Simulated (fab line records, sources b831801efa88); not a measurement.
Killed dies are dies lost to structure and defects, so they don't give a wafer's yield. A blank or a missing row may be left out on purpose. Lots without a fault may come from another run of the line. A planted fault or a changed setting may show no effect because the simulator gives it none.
A struck lot beside a sound one | flow gf180mcu | 19 steps out of a route of 602
Sound: wafers L232.1, L232.2, L232.5. Struck: wafer L235.6. (L235.5 of the same lot was not struck and is left out.) The cause comes at the end.
At each step with rows: each side's tool, then ch and its chambers, then its first start. Under that, the readings that differ: sound wafers | struck wafers | difference of the means | sigmas: that difference in standard deviations of wafers without a fault.
alike: readings whose means differ by less than 2 such deviations, and words and numbers that are the same on both sides. not compared: withheld readings, readings that some wafer has no value for, bounds like >300 that may hide the same value, and numbers for which the record gives no deviation and whose values overlap.
The two part at a step that has a row with sigmas, a row that says differs or no value, or rows on one side only. Numbers that don't overlap but have no deviation are shown without sigmas and don't part them. A reading that every wafer of one side lacks parts them only if that side has two wafers or more.

GF_PSD_STRIP_10: strips in O2/N2.
  sound on plasma_asher-03 ch 0,1, day 14 15:41; struck on plasma_asher-03 ch 0, day 15 18:52
  alike: drypump_motor_current_A, heater_power_w, oes_product_au, strip_time_to_endpoint_s
  not compared: rf_hours_counter_h
GF_PSD_TW_MEAS_11:
  sound on film_metro-03, day 14 15:47; struck on film_metro-03, day 15 18:56
  alike: PSD_TW
then, 1 step without rows for these wafers: GF_PSD_CLEAN_12 (cleans in SC1/SC2, time 150 s).
GF_PSD_RTA_13: time 20 s.
  sound on rtp_anneal-01 ch 0, day 14 15:54; struck on rtp_anneal-01 ch 0, day 15 19:04
  alike: lamp_power_pct, wafer_temp_C_max
GF_PSD_RS_MEAS_14: measures by four-point-probe.
  sound on film_metro-03, day 14 15:59; struck on film_metro-04, day 15 19:10
  alike: NSD_RS
GF_PSD_RS_MEAS_15: measures by four-point-probe.
  sound on film_metro-03, day 14 16:06; struck on film_metro-04, day 15 19:17
  alike: PSD_RS
GF_SAB_CVD_00: deposits SiO2 from TEOS, target thk 50 nm, time 4.9302 s.
  sound on pecvd-02 ch 1,2, day 14 16:13; struck on pecvd-01 ch 2, day 15 19:20
  alike: heater_power_w
GF_SAB_THK_MEAS_01:
  sound on film_metro-02, day 14 16:14; struck on film_metro-03, day 15 19:23
  alike: SAB_CVD_00_THK
then, 4 steps without rows for these wafers: GF_SAB_DEHYDRATE_02 (time 60 s); GF_SAB_HMDS_03 (prime time 60 s); GF_SAB_COAT_04 (resist thk 1000 nm); GF_SAB_SOFTBAKE_05 (time 60 s).
GF_SAB_EXPOSE_06: exposes mask SAB, target cd 420 nm.
  sound on iline_stepper-02 ch 0, day 15 01:33; struck on iline_stepper-01 ch 0, day 16 08:55
  alike: mask
then, 2 steps without rows for these wafers: GF_SAB_PEB_07; GF_SAB_DEVELOP_08 (develop time 60 s).
GF_SAB_CD_MEAS_09: target cd 420 nm.
  sound on cd_sem-01, day 15 12:27; struck on cd_sem-02, day 16 19:40
  reading    | sound             | struck | difference | sigmas
  cd_nm (nm) | 418.9 418.1 419.9 | 327.6  | -91.4      | -46
GF_SAB_OVL_MEAS_10:
  sound on overlay-01, day 15 12:34; struck on overlay-01, day 16 19:44
  alike: SAB_OVL
GF_SAB_ETCH_11: etches SiO2 in C4F8/O2/Ar, target depth 55 nm, time 8.5 s.
  sound on rie_diel-02 ch 1,2, day 15 12:36; struck on rie_diel-02 ch 0, day 16 19:46
  reading              | sound             | struck | difference | sigmas
  model.SAB.cd_nm (nm) | 418.4 417.4 419.1 | 328.4  | -89.9      |
  alike: oes_product_au
  not compared: rf_hours_counter_h
then, 1 step without rows for these wafers: GF_SAB_WET_ETCH_12 (etches SiO2 in dHF, target depth 22 nm, time 440 s).

WHERE THEY PART
Only at GF_SAB_CD_MEAS_09, within this record. Later steps at which nothing parts them and some readings are alike: GF_SAB_OVL_MEAS_10, GF_SAB_ETCH_11.

WHY: what the simulator had put in
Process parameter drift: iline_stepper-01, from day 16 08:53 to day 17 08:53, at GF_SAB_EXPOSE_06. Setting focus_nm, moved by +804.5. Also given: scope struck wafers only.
